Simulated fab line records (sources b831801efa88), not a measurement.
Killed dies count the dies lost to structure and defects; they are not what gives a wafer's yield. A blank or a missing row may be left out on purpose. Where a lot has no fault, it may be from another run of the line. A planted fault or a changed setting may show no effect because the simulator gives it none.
Matching of chambers ; flow gf180mcu ; GF_SAB_ETCH_11 on rieDiel-03: 4 sister chambers
The step etches SiO2 in C4F8/O2/Ar, target depth 55 nm, time 8.5 s. 14 wafers are shown with their chamber, then 7 later ones without.

## WAFERS WITH THEIR CHAMBER
wafer;chamber;oesProductAu (a.u.)
L580.1;1;0.984
L580.4;2;1.019
L580.6;2;1.020
L582.2;0;1.003
L582.3;3;1.013
L582.5;2;1.016
L583.2;3;1.004
L583.4;2;1.022
L583.5;3;1.006
L584.3;3;1.004
L584.4;0;0.998
L584.5;3;0.993
L595.1;1;0.979
L595.2;2;1.012

SIGNATURES (averages over the wafers above)
reading;chamber 0;chamber 1;chamber 2;chamber 3;scatter within a chamber
oesProductAu;1.00050;0.98150;1.01780;1.00400;0.0054
Rule: distance of a wafer from a chamber = root of the sum over the readings of ((wafer's reading minus chamber's mean) / reading's scatter) squared. The wafer belongs to the nearest chamber; if the next one is less than 2 further off, it can't be placed. How the scatter is found: for the shown wafers, subtract from each reading the mean of its chamber, square and add these, divide the total by (wafers less chambers), then take the root.

## WAFERS WITH NO CHAMBER GIVEN
wafer;oesProductAu (a.u.)
L595.4;1.017
L598.1;0.985
L598.2;1.014
L598.6;1.012
L599.2;1.017
L599.4;0.996
L599.5;1.009

## EACH ONE'S CHAMBER
wafer;from the rows above;in truth
L595.4;2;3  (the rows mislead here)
L598.1;1;1
L598.2;can't be placed: 2 or 3 or 0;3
L598.6;can't be placed: 2 or 3 or 0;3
L599.2;2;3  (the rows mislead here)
L599.4;can't be placed: 0 or 3 or 1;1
L599.5;can't be placed: 3 or 0 or 2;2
Correctly placed: 1 of 7. Cannot be placed on the basis of these rows: 4; the candidates contain the true chamber in 4. 2 placed wrongly.
